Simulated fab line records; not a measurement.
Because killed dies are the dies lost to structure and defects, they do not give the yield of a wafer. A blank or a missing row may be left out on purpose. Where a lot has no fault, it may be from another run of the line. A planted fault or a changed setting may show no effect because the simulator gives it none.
Chamber matching	flow sky130	SKY_LI_CONTACT_ETCH_15 on rie-diel-02: 4 sister chambers
The step etches PSG in C4F8/O2/Ar, stops on Si, target depth 600 nm. 8 wafers are shown with their chamber, then 8 later ones without.

WAFERS, EACH WITH ITS CHAMBER
wafer	chamber	oes-product-au (a.u.)	rf-fwd-power-W (W)
L083.1	0	0.826	1499
L083.2	2	0.842	1481
L083.6	0	0.841	1501
L084.3	1	0.836	1492
L086.1	1	0.827	1492
L086.3	2	0.844	1492
L086.6	3	0.837	1492
L089.2	3	0.837	1502

WAFERS WITH NO CHAMBER GIVEN
wafer	oes-product-au (a.u.)	rf-fwd-power-W (W)
L089.4	0.838	1490
L089.6	0.844	1498
L094.3	0.841	1502
L094.4	0.832	1492
L094.6	0.828	1499
L096.1	0.834	1496
L096.2	0.842	1491
L096.3	0.835	1496

EACH ONE'S CHAMBER
wafer	from the rows above	in truth
L089.4	can't be placed: 2 or 1 or 3 or 0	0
L089.6	can't be placed: 3 or 0 or 2 or 1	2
L094.3	can't be placed: 3 or 0 or 1 or 2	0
L094.4	can't be placed: 1 or 3 or 0 or 2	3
L094.6	can't be placed: 0 or 1 or 3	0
L096.1	can't be placed: 3 or 0 or 1 or 2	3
L096.2	can't be placed: 2 or 3 or 1 or 0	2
L096.3	can't be placed: 3 or 0 or 1 or 2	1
Correct placement for 0 of the 8. These rows do not allow placing 8 (true chamber among the candidates in 8). Number placed wrongly: 0.
How it was worked out, from the rows above alone: a wafer's distance from a chamber is the root of the sum, over the readings, of the square of ((its reading less the chamber's mean) divided by the reading's scatter). If the next closest chamber is less than 2 further off than the closest, the wafer can't be placed; otherwise it belongs to the closest. Each chamber's mean is taken over the wafers shown for it. The scatter: take each reading less its chamber's mean, square it, sum over the shown wafers, divide by the number of wafers less the number of chambers, and take the root.
